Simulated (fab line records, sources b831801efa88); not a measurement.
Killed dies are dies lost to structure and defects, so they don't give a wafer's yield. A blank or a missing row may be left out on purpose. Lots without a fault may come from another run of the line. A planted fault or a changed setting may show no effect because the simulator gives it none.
Chamber matching | flow sky130 | SKY_SPACER_ETCHBACK_02 on rie_diel-03: 3 sister chambers
The step etches Si3N4 in CH3F/O2, stops on SiO2, time 46.7 s, target depth 45 nm. 3 wafers are shown with their chamber, then 6 later ones without.

WAFERS WITH THEIR CHAMBER
wafer  | chamber | oes_product_au (a.u.)
L085.6 | 2       | 0.853
L090.1 | 0       | 0.853
L090.2 | 1       | 0.853

WAFERS WITHOUT THEIR CHAMBER
wafer  | oes_product_au (a.u.)
L090.5 | 0.858
L093.1 | 0.849
L093.3 | 0.861
L095.4 | 0.859
L095.5 | 0.855
L095.6 | 0.852

WHICH CHAMBER EACH WENT THROUGH
wafer  | from the rows above          | in truth
L090.5 | can't be placed: 0 or 1 or 2 | 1
L093.1 | can't be placed: 0 or 1 or 2 | 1
L093.3 | can't be placed: 0 or 1 or 2 | 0
L095.4 | can't be placed: 0 or 1 or 2 | 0
L095.5 | can't be placed: 0 or 1 or 2 | 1
L095.6 | can't be placed: 0 or 1 or 2 | 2
Placed correctly: 0 of 6. Can't be placed from these rows: 6 (the true chamber is among the candidates in 6). Placed wrongly: 0.
How it was worked out, from the rows above alone: a wafer's distance from a chamber is the root of the sum, over the readings, of the square of ((its reading less the chamber's mean) divided by the reading's scatter). The wafer belongs to the nearest chamber; if the next one is less than 2 further off, it can't be placed. A chamber's mean is the mean of its shown wafers. The scatter: with one shown wafer a chamber, the root of the mean of the squares of how far each hidden wafer lies from its nearest shown one.
